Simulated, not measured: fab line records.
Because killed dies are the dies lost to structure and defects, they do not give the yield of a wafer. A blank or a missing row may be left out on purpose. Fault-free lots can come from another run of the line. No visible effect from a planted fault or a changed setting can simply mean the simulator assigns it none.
A struck lot beside a sound one || flow sky130 || 32 steps out of a route of 708
Sound: the wafers L890.1, L890.5, L890.6. Wafers L901.1, L901.2, L901.5 were the ones struck. The cause comes at the end.
Order at every step that has rows: each side's tool, ch and its chambers, its first start. Under that, the readings that differ: sound wafers || struck wafers || difference of the means || sigmas: that difference in standard deviations of wafers without a fault.
alike: a reading whose means differ by less than 2 such deviations, as well as words and numbers matching on both sides. not compared: withheld readings; readings where some wafer has no value; bounds like >300 that might hide an equal value; numbers whose values overlap and for which the record gives no deviation.
The two part at a step that has a row with sigmas, a row that says differs or no value, or rows on one side only. When numbers do not overlap yet have no deviation, they are printed without sigmas and do not part them. A reading missing from all wafers of one side parts the sides only when that side holds two or more wafers.

SKY_PWDE_OVL_MEAS_07:
  sound: overlay-01 at day 5 03:05; struck: overlay-01 at day 7 10:13
  alike: PWDE_OVL
then, 1 step without rows for these wafers: SKY_PWDE_IMPLANT_08.
SKY_PWDE_STRIP_09: strips in O2/N2.
  sound on plasmaAsher-02 ch 0,1, day 5 03:16; struck on plasmaAsher-04 ch 0,1, day 7 10:24
  alike: drypumpMotorCurrentA, oesProductAu, stripTimeToEndpointS
  not compared: rfHoursCounterH
SKY_PWDE_TW_MEAS_10:
  sound: filmMetro-02 at day 5 03:22; struck: filmMetro-03 at day 7 10:30
  alike: PWDE_TW
then, 7 steps without rows for these wafers: SKY_NWELL_DEHYDRATE_03 (time 60 s); SKY_NWELL_HMDS_04 (prime time 60 s); SKY_NWELL_COAT_05 (resist thk 3000 nm); SKY_NWELL_SOFTBAKE_06; SKY_NWELL_EXPOSE_07 (exposes mask NWM, target cd 840 nm); SKY_NWELL_PEB_08; SKY_NWELL_DEVELOP_09 (develop time 60 s).
SKY_NWELL_OVL_MEAS_10:
  sound: overlay-01 at day 5 21:06; struck: overlay-01 at day 8 06:15
  alike: NWELL_00_OVL
SKY_NWELL_IMPLANT_11:
  sound on implanter-01 ch 0, day 5 21:08; struck on implanter-01 ch 0, day 8 06:17
{"reading": "doseIonsCm2", "sound": "1.897e+13 1.8991e+13 1.8983e+13", "struck": "2.1728e+13 2.1706e+13 2.1687e+13", "difference": "+2.7257e+12", "sigmas": "+99 or more"}
{"reading": "faradayCurrentUA", "sound": "107.0 109.8 107.8", "struck": "121.6 125.3 123.1", "difference": "+15.1", "sigmas": "+7"}
then, 2 steps without rows for these wafers: SKY_NWELL_IMPLANT_12; SKY_NWELL_IMPLANT_13.
SKY_NWELL_STRIP_14: strips in O2/N2.
  sound on plasmaAsher-02 ch 0,1, day 5 21:35; struck on plasmaAsher-02 ch 0,1, day 8 06:44
  alike: drypumpMotorCurrentA, oesProductAu, stripTimeToEndpointS
  not compared: rfHoursCounterH
SKY_NWELL_TW_MEAS_15:
  sound: filmMetro-02 at day 5 21:41; struck: filmMetro-02 at day 8 06:50
{"reading": "NWELL_TW", "sound": "1811 1815 1817", "struck": "1870 1866 1878", "difference": "+57", "sigmas": "+3"}
then, 7 steps without rows for these wafers: SKY_NWELL_DEHYDRATE_16 (time 60 s); SKY_NWELL_HMDS_17 (prime time 60 s); SKY_NWELL_COAT_18 (resist thk 3000 nm); SKY_NWELL_SOFTBAKE_19; SKY_NWELL_EXPOSE_20 (exposes mask NWM COMPLEMENT, target cd 840 nm); SKY_NWELL_PEB_21; SKY_NWELL_DEVELOP_22 (develop time 60 s).
SKY_NWELL_OVL_MEAS_23:
  sound: overlay-01 at day 6 16:37; struck: overlay-01 at day 9 03:35
{"reading": "NWELL_01_OVL (nm)", "sound": "-1.2 -1.5 -3.0", "struck": "2.0 1.0 -0.1", "difference": "+2.9", "sigmas": "+2"}
then, 1 step without rows for these wafers: SKY_NWELL_IMPLANT_24.
SKY_NWELL_STRIP_25: strips in O2/N2.
  sound on plasmaAsher-02 ch 0,1, day 6 16:47; struck on plasmaAsher-03 ch 0,1, day 9 03:46
  alike: drypumpMotorCurrentA, oesProductAu, stripTimeToEndpointS
  not compared: rfHoursCounterH
SKY_NWELL_TW_MEAS_26:
  sound: filmMetro-04 at day 6 16:53; struck: filmMetro-02 at day 9 03:52
{"reading": "NWELL_2_TW", "sound": "503 503 504", "struck": "491 489 491", "difference": -13, "sigmas": -3}
then, 1 step without rows for these wafers: SKY_NWELL_CLEAN_27 (cleans in SC1/SC2, time 150 s).
SKY_NWELL_RTA_28: time 30 s.
  sound on rtpAnneal-01 ch 0, day 6 17:00; struck on rtpAnneal-02 ch 0, day 9 03:59
  alike: lampPowerPct, wafer_temp_C_max
SKY_NWELL_RS_MEAS_29: measures by four-point-probe.
  sound: filmMetro-02 at day 6 17:06; struck: filmMetro-04 at day 9 04:05
{"reading": "NWELL_RS (ohm/sq)", "sound": "623.8 622.0 622.9", "struck": "583.9 583.9 583.8", "difference": -39.0, "sigmas": -21}
-- the record jumps here: 40 days lie between the struck wafers' starts before and after (it left off in module NWELL and takes up again in module PAD_OPEN, whose first step shown is number 708 of the route) --
SKY_PAD_OPEN_PROBE_99:
  sound: prober-02 at day 47 06:37; struck: prober-01 at day 49 13:02
{"reading": "model.etest.nfet_16v.rOnOhmUm", "sound": "1.381e+04 1.373e+04 1.381e+04", "struck": "1.335e+04 1.326e+04 1.309e+04", "difference": -5.500e+02, "sigmas": ""}
{"reading": "model.etest.resNwell.lineOhmUm", "sound": "1104 1115 1131", "struck": "1020 982.6 1009", "difference": -113, "sigmas": ""}
{"reading": "model.etest.resNwell.rsOhmSq", "sound": "936.2 932.6 937.8", "struck": "873.9 856.1 863", "difference": -71.2, "sigmas": ""}
{"reading": "model.etest.fieldP.vtV (V)", "sound": "-40.98 -41.09 -41.4", "struck": "-43.68 -42.9 -42.86", "difference": -1.99, "sigmas": ""}
{"reading": "model.etest.pfet_16v.vtV (V)", "sound": "-1.115 -1.098 -1.106", "struck": "-1.142 -1.12 -1.131", "difference": -0.025, "sigmas": ""}
{"reading": "model.etest.pfetG5v0d10v5.vtLongV (V)", "sound": "-0.9432 -0.9297 -0.9376", "struck": "-0.9604 -0.9487 -0.9539", "difference": -0.0175, "sigmas": ""}
  alike: killed_at_M0_to_M3, killed_at_M4_up, killedAtContacts, killedAtFrontEnd, killedAtOther, killedDies, killedOpen, killedShort

## WHERE THEY PART
At SKY_NWELL_IMPLANT_11 first; at SKY_NWELL_RS_MEAS_29 last (within this record only). Later steps at which nothing parts them and some readings are alike: SKY_PAD_OPEN_PROBE_99.

WHY: the cause the simulator had injected
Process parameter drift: implanter-01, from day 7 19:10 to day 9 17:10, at SKY_NWELL_IMPLANT_11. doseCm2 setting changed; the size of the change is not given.
